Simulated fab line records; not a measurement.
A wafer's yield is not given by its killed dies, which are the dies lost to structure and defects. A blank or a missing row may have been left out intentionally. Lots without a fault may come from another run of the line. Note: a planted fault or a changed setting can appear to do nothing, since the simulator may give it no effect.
Matching of chambers / flow gf180mcu / GF_V4_CMP_26 on cmp-01 has 4 sister chambers
The step polishes, stops on SiO2, t overpolish 15 s, target thk 0 nm. 8 wafers are shown with their chamber, then 8 later ones without.

== EACH WAFER AND ITS CHAMBER ==
wafer=L764.1; chamber=2; motor current A (A)=11.9; time to endpoint s (s)=82
wafer=L765.1; chamber=0; motor current A (A)=10.6; time to endpoint s (s)=84
wafer=L766.1; chamber=1; motor current A (A)=10.5; time to endpoint s (s)=90
wafer=L766.6; chamber=3; motor current A (A)=8.6; time to endpoint s (s)=82
wafer=L768.2; chamber=1; motor current A (A)=11.0; time to endpoint s (s)=95
wafer=L768.3; chamber=0; motor current A (A)=10.3; time to endpoint s (s)=90
wafer=L768.6; chamber=2; motor current A (A)=11.5; time to endpoint s (s)=83
wafer=L769.2; chamber=3; motor current A (A)=9.0; time to endpoint s (s)=76

== WAFERS MISSING THEIR CHAMBER ==
wafer=L769.4; motor current A (A)=10.5; time to endpoint s (s)=84
wafer=L769.6; motor current A (A)=10.9; time to endpoint s (s)=82
wafer=L772.3; motor current A (A)=10.2; time to endpoint s (s)=89
wafer=L772.4; motor current A (A)=10.6; time to endpoint s (s)=86
wafer=L772.5; motor current A (A)=9.9; time to endpoint s (s)=87
wafer=L780.3; motor current A (A)=12.0; time to endpoint s (s)=79
wafer=L780.4; motor current A (A)=8.7; time to endpoint s (s)=82
wafer=L780.6; motor current A (A)=10.3; time to endpoint s (s)=82

== WHICH CHAMBER EACH WENT THROUGH ==
wafer=L769.4; from the rows above=can't be placed: 0 or 1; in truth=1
wafer=L769.6; from the rows above=can't be placed: 0 or 2 or 1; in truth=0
wafer=L772.3; from the rows above=can't be placed: 0 or 1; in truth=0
wafer=L772.4; from the rows above=can't be placed: 0 or 1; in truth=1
wafer=L772.5; from the rows above=can't be placed: 0 or 1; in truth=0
wafer=L780.3; from the rows above=2; in truth=2
wafer=L780.4; from the rows above=3; in truth=3
wafer=L780.6; from the rows above=can't be placed: 0 or 1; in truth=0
2 of 8 placed correctly. From these rows, 6 cannot be placed; in 6 the true chamber is one of the candidates. Number placed wrongly: 0.
How it was worked out, from the rows above alone: a wafer's distance from a chamber is the root of the sum, over the readings, of the square of ((its reading less the chamber's mean) divided by the reading's scatter). The wafer belongs to the nearest chamber; if the next one is less than 2 further off, it can't be placed. The mean given for a chamber averages the wafers shown for that chamber. The scatter is the square root of a quotient: the sum, over the shown wafers, of each reading's squared deviation from its chamber's mean, divided by wafers minus chambers.
